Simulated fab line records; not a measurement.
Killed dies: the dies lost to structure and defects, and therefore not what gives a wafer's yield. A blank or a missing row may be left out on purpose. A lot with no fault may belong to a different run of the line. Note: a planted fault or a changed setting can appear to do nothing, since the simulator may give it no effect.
The tool behind it: which one? | flow gf180mcu | 12 lots with 36 wafers sampled at 6 steps, on a route of 602 steps

WHAT EACH GAUGE READ, for each wafer
GF_V2_THK_MEAS_03.
lot  | measured     | on            | V2_CVD_02_THK (nm)
L769 | day 19 00:44 | film metro-04 | 853 856 853
L770 | day 19 06:58 | film metro-04 | 835 854 863
L773 | day 20 18:16 | film metro-01 | 851 874 863
L775 | day 21 14:12 | film metro-04 | 840 853 861
L783 | day 24 17:17 | film metro-03 | 837 840 856
L784 | day 24 21:54 | film metro-04 | 825 820 836
L785 | day 25 02:16 | film metro-01 | 844 848 852
L786 | day 25 07:36 | film metro-04 | 841 865 860
L787 | day 25 17:56 | film metro-01 | 864 879 855
L789 | day 26 06:52 | film metro-03 | 851 856 867
L791 | day 26 23:57 | film metro-04 | 852 859 844
L792 | day 27 04:30 | film metro-04 | 858 863 848

GF_V2_CD_MEAS_14 targets a cd of 260 nm.
lot  | measured     | on        | cd nm (nm)
L769 | day 20 01:47 | cd sem-02 | 258.5 258.2 258.1
L770 | day 20 07:25 | cd sem-02 | 258.6 258.8 259.4
L773 | day 21 18:34 | cd sem-01 | 257.7 257.4 257.6
L775 | day 22 14:20 | cd sem-01 | 259.7 259.0 257.6
L783 | day 25 15:19 | cd sem-02 | 257.3 260.3 258.1
L784 | day 25 19:28 | cd sem-01 | 260.2 260.5 261.1
L785 | day 25 23:50 | cd sem-02 | 260.7 261.1 260.7
L786 | day 26 04:34 | cd sem-01 | 261.8 262.0 261.0
L787 | day 26 14:38 | cd sem-01 | 260.6 260.2 258.8
L789 | day 27 03:50 | cd sem-01 | 259.4 258.7 260.0
L791 | day 27 20:38 | cd sem-02 | 260.8 261.1 259.2
L792 | day 28 01:04 | cd sem-01 | 259.8 259.8 259.4

GF_M3_RS_MEAS_05: the measuring method here is four-point-probe.
lot  | measured     | on            | M3_ALCU_RS (ohm/sq)
L769 | day 20 03:31 | film metro-01 | 0.0695 0.0690 0.0694
L770 | day 20 09:11 | film metro-02 | 0.0702 0.0703 0.0709
L773 | day 21 20:18 | film metro-01 | 0.0718 0.0714 0.0717
L775 | day 22 16:04 | film metro-02 | 0.0780 0.0762 0.0717
L783 | day 25 17:05 | film metro-01 | 0.0693 0.0687 0.0692
L784 | day 25 21:14 | film metro-03 | 0.0702 0.0686 0.0705
L785 | day 26 01:46 | film metro-01 | 0.0704 0.0696 0.0684
L786 | day 26 06:18 | film metro-02 | 0.0698 0.0691 0.0692
L787 | day 26 16:22 | film metro-01 | 0.0711 0.0694 0.0706
L789 | day 27 05:40 | film metro-02 | 0.0686 0.0703 0.0688
L791 | day 27 22:22 | film metro-01 | 0.0693 0.0695 0.0682
L792 | day 28 02:47 | film metro-03 | 0.0700 0.0710 0.0705

GF_M3_THK_MEAS_06: measures by xrf.
lot  | measured     | on            | M3_ALCU_THK (nm)
L769 | day 20 03:38 | film metro-01 | 454 457 455
L770 | day 20 09:18 | film metro-02 | 448 447 446
L773 | day 21 20:25 | film metro-01 | 443 444 440
L775 | day 22 16:10 | film metro-02 | 407 416 441
L783 | day 25 17:11 | film metro-01 | 456 459 457
L784 | day 25 21:22 | film metro-03 | 450 460 450
L785 | day 26 01:53 | film metro-01 | 450 450 459
L786 | day 26 06:25 | film metro-02 | 450 455 456
L787 | day 26 16:28 | film metro-01 | 444 456 445
L789 | day 27 05:47 | film metro-02 | 462 451 461
L791 | day 27 22:29 | film metro-01 | 455 453 464
L792 | day 28 02:53 | film metro-03 | 450 440 445

TOOL THAT RAN EACH LOT (tool first, then ch and the chambers of the sampled wafers, then the start)
lot  | GF_V2_CMP_26                  | GF_M3_SPUTTER_02
L769 | cmp-02 ch 1,2,3, day 20 02:59 | pvd sputter-04, day 20 03:25
L770 | cmp-01 ch 1,2, day 20 08:40   | pvd sputter-03, day 20 09:05
L773 | cmp-01 ch 0,2,3, day 21 19:49 | pvd sputter-03, day 21 20:11
L775 | cmp-02 ch 0,2,3, day 22 15:37 | pvd sputter-03, day 22 15:56
L783 | cmp-01 ch 0,2,3, day 25 16:35 | pvd sputter-02, day 25 16:58
L784 | cmp-01 ch 0,2,3, day 25 20:46 | pvd sputter-02, day 25 21:09
L785 | cmp-02 ch 0,1,3, day 26 01:17 | pvd sputter-02, day 26 01:40
L786 | cmp-01 ch 0,1,2, day 26 05:51 | pvd sputter-04, day 26 06:11
L787 | cmp-01 ch 1,2, day 26 15:48   | pvd sputter-03, day 26 16:14
L789 | cmp-02 ch 0,1,3, day 27 05:15 | pvd sputter-02, day 27 05:35
L791 | cmp-01 ch 0,1,3, day 27 21:53 | pvd sputter-03, day 27 22:16
L792 | cmp-01 ch 1,3, day 28 02:17   | pvd sputter-03, day 28 02:40
- GF_V2_CMP_26: polishes, stops on SiO2, t overpolish 15 s, target thk 0 nm.
- GF_M3_SPUTTER_02: material AlCu, target thk 450 nm, time 23.9 s.

WHAT THE TOOLS THEMSELVES READ (means of the sampled wafers that have a number; where no wafer has one, the mark that the record gives instead)
GF_V2_CMP_26.
lot  | tool   | motor current A (A) | overpolish run s (s) | time to endpoint s (s)
L769 | cmp-02 | 10.5                | 15.004               | 84
L770 | cmp-01 | 11.2                | 14.992               | 87
L773 | cmp-01 | 10.6                | 15.002               | 86
L775 | cmp-02 | 10.4                | 15.004               | 85
L783 | cmp-01 | 10.9                | 15.007               | 82
L784 | cmp-01 | 11.1                | 15.000               | 84
L785 | cmp-02 | 9.6                 | 14.995               | 81
L786 | cmp-01 | 10.9                | 14.997               | 85
L787 | cmp-01 | 11.6                | 15.007               | 86
L789 | cmp-02 | 9.9                 | 14.999               | 83
L791 | cmp-01 | 11.5                | 15.001               | 81
L792 | cmp-01 | 11.6                | 15.004               | 84

GF_M3_SPUTTER_02.
lot  | tool           | throttle valve pct (%)
L769 | pvd sputter-04 | 29.9
L770 | pvd sputter-03 | 29.3
L773 | pvd sputter-03 | 29.4
L775 | pvd sputter-03 | 29.4
L783 | pvd sputter-02 | 29.6
L784 | pvd sputter-02 | 29.8
L785 | pvd sputter-02 | 29.8
L786 | pvd sputter-04 | 30.1
L787 | pvd sputter-03 | 29.1
L789 | pvd sputter-02 | 29.0
L791 | pvd sputter-03 | 29.2
L792 | pvd sputter-03 | 29.4

THE ANSWER, worked out from the rows above alone
Rule: usual is defined by the lots themselves. The widest of any qualifying gaps counts: lots, ordered by their means at a reading, are off when they make up no more than a third of the lots, leave a main group of 4 or more, and stand apart from it by 3 or more times the standard deviation of that group's means. The tables above print the reading to a certain number of digits; a main group whose means all agree to those digits is not used. A lot without any number at a reading at which 4 lots or more have one is off too. All remaining lots with rows at the step are treated as sound. The gauges are gone through in route order, then the tools' own readings, and for those a lot's mean is taken as printed above. The first step at which some lot is off is used, and at that step the reading that is off furthest; a lot without a number counts as furthest.
Off: at GF_M3_RS_MEAS_05 (M3_ALCU_RS), L775. The main group: mean 0.0698 ohm/sq, standard deviation 0.00078.
A tool fits if, at a process step before that reading, it ran every lot that is off, and no sound lot after the first of them. Those tools and the gauges at GF_M3_RS_MEAS_05 are tried in the same way. Not one of the candidates tried fits.

WHAT WAS PUT IN BY THE SIMULATOR
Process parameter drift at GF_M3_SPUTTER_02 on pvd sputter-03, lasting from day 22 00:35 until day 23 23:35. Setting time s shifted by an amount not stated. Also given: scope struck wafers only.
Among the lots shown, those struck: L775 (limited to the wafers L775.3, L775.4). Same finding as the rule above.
